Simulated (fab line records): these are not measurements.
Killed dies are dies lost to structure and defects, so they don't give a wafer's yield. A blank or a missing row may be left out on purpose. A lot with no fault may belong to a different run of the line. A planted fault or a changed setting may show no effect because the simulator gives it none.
A lot that was struck, set against a sound lot | flow sky130 | 15 steps out of a route of 708
Sound: these wafers, L773.3, L773.4, L773.6. Wafers L781.2, L781.4, L781.5 were the ones struck. The cause comes at the end.
Per side, at each step with rows, come the tool, then ch with its chambers, and then its first start. Under that, the readings that differ: sound wafers | struck wafers | difference of the means | sigmas: that difference in standard deviations of wafers without a fault.
alike: a reading whose means differ by less than 2 such deviations, as well as words and numbers matching on both sides. not compared: withheld readings; readings where some wafer has no value; bounds like >300 that might hide an equal value; numbers whose values overlap and for which the record gives no deviation.
The two part at a step that has a row with sigmas, a row that says differs or no value, or rows on one side only. Non-overlapping numbers with no deviation appear without sigmas and do not part them. A reading missing from all wafers of one side parts the sides only when that side holds two or more wafers.

first, 1 step without rows for these wafers: SKY_POLY_CUT_DEVELOP_07 (develop time 60 s).
SKY_POLY_CUT_CD_MEAS_08: the cd target is 270 nm.
  sound on cd sem-02 at day 25 15:50; struck on cd sem-01 at day 28 12:51
  alike: cd nm
SKY_POLY_CUT_OVL_MEAS_09:
  sound on overlay-01 at day 25 15:56; struck on overlay-01 at day 28 12:57
  alike: POLY_CUT_OVL
SKY_POLY_CUT_ETCH_10: etches BARC in N2/H2, stops on SiO2, time 45.9 s, target depth 60 nm.
  sound on rie diel-03 ch 2,3, day 25 15:57; struck on rie diel-03 ch 1,2, day 28 12:59
  alike: drypump motor current A, oes product au, throttle valve pct
  not compared: rf hours counter h
SKY_POLY_CUT_ETCH_11: etches Si3N4 in CF4/CH2F2/Ar, stops on poly-Si, time 42.5 s, target depth 60 nm.
  sound on rie diel-03 ch 2,3, day 25 16:00; struck on rie diel-03 ch 1,2, day 28 13:01
  alike: drypump motor current A, oes product au, throttle valve pct
  not compared: rf hours counter h
SKY_POLY_CUT_STRIP_12: strips in O2/N2.
  sound on plasma asher-01 ch 0,1, day 25 16:04; struck on plasma asher-01 ch 0,1, day 28 13:04
  alike: drypump motor current A, o2 flow sccm, oes product au, strip time to endpoint s
  not compared: rf hours counter h
then, 6 steps without rows for these wafers: SKY_SD_P_DEHYDRATE_00 (time 60 s); SKY_SD_P_HMDS_01 (prime time 60 s); SKY_SD_P_COAT_02 (resist thk 1140 nm); SKY_SD_P_SOFTBAKE_03 (time 60 s); SKY_SD_P_EXPOSE_04 (exposes mask PSDM, target cd 380 nm); SKY_SD_P_PEB_05.
SKY_SD_P_DEVELOP_06: develop time 60 s.
  sound on litho track-03 ch 0, day 26 21:22; struck on litho track-03 ch 0, day 29 17:23
  reading              | sound             | struck            | difference | sigmas
  developer temp C (C) | 23.04 23.14 22.98 | 20.76 20.64 20.86 | -2.30      | -24
SKY_SD_P_CD_MEAS_07: the cd target is 380 nm.
  sound on cd sem-02 at day 26 21:31; struck on cd sem-01 at day 29 17:32
  reading    | sound             | struck            | difference | sigmas
  cd nm (nm) | 377.3 376.2 376.3 | 387.9 388.4 388.8 | +11.8      | +4
-- record jumps: 19 days separate the struck wafers' starts on either side; left off in module SD_P, taken up again in module PAD_OPEN, whose first shown step is the route's number 708 --
SKY_PAD_OPEN_PROBE_99:
  only the struck wafers here have rows in the record (prober-02, day 48 14:43); the sound ones have none

## WHERE THEY PART
Earliest at SKY_SD_P_DEVELOP_06; latest, in this record, at SKY_PAD_OPEN_PROBE_99.

WHY: what had been put in by the simulator
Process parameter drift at SKY_SD_P_DEVELOP_06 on litho track-03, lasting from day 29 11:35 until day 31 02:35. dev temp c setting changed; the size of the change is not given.
